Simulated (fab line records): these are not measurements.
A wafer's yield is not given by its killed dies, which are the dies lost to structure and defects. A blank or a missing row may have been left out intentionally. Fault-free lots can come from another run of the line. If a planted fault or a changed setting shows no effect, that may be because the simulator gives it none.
Matching of chambers :: flow gf180mcu :: GF_V5_CMP_04 on cmp-01 has 4 sister chambers
The step polishes SiO2. 4 wafers are shown with their chamber, then 7 later ones without.

EACH WAFER AND ITS CHAMBER
wafer: L701.2
chamber: 3
motor current A (A): 12.4

wafer: L705.5
chamber: 1
motor current A (A): 13.1

wafer: L712.3
chamber: 0
motor current A (A): 11.2

wafer: L712.4
chamber: 2
motor current A (A): 12.4

WAFERS MISSING THEIR CHAMBER
wafer: L712.5
motor current A (A): 13.8

wafer: L717.1
motor current A (A): 13.7

wafer: L717.3
motor current A (A): 13.4

wafer: L717.4
motor current A (A): 11.5

wafer: L718.2
motor current A (A): 12.7

wafer: L718.4
motor current A (A): 13.1

wafer: L718.6
motor current A (A): 11.7

THE CHAMBER EACH PASSED THROUGH
wafer: L712.5
from the rows above: can't be placed: 1 or 2 or 3
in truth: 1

wafer: L717.1
from the rows above: can't be placed: 1 or 2 or 3
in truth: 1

wafer: L717.3
from the rows above: can't be placed: 1 or 2 or 3
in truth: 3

wafer: L717.4
from the rows above: can't be placed: 0 or 2 or 3
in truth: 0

wafer: L718.2
from the rows above: can't be placed: 2 or 3 or 1
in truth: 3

wafer: L718.4
from the rows above: can't be placed: 1 or 2 or 3
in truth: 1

wafer: L718.6
from the rows above: can't be placed: 0 or 2 or 3
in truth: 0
Correct placement for 0 of the 7. Can't be placed from these rows: 7 (the true chamber is among the candidates in 7). 0 placed wrongly.
How it was worked out, from the rows above alone: a wafer's distance from a chamber is the root of the sum, over the readings, of the square of ((its reading less the chamber's mean) divided by the reading's scatter). The wafer belongs to the nearest chamber; if the next one is less than 2 further off, it can't be placed. A chamber's mean is the mean of its shown wafers. The scatter: root of mean squared gap, hidden wafer to nearest shown wafer, with one shown wafer a chamber.
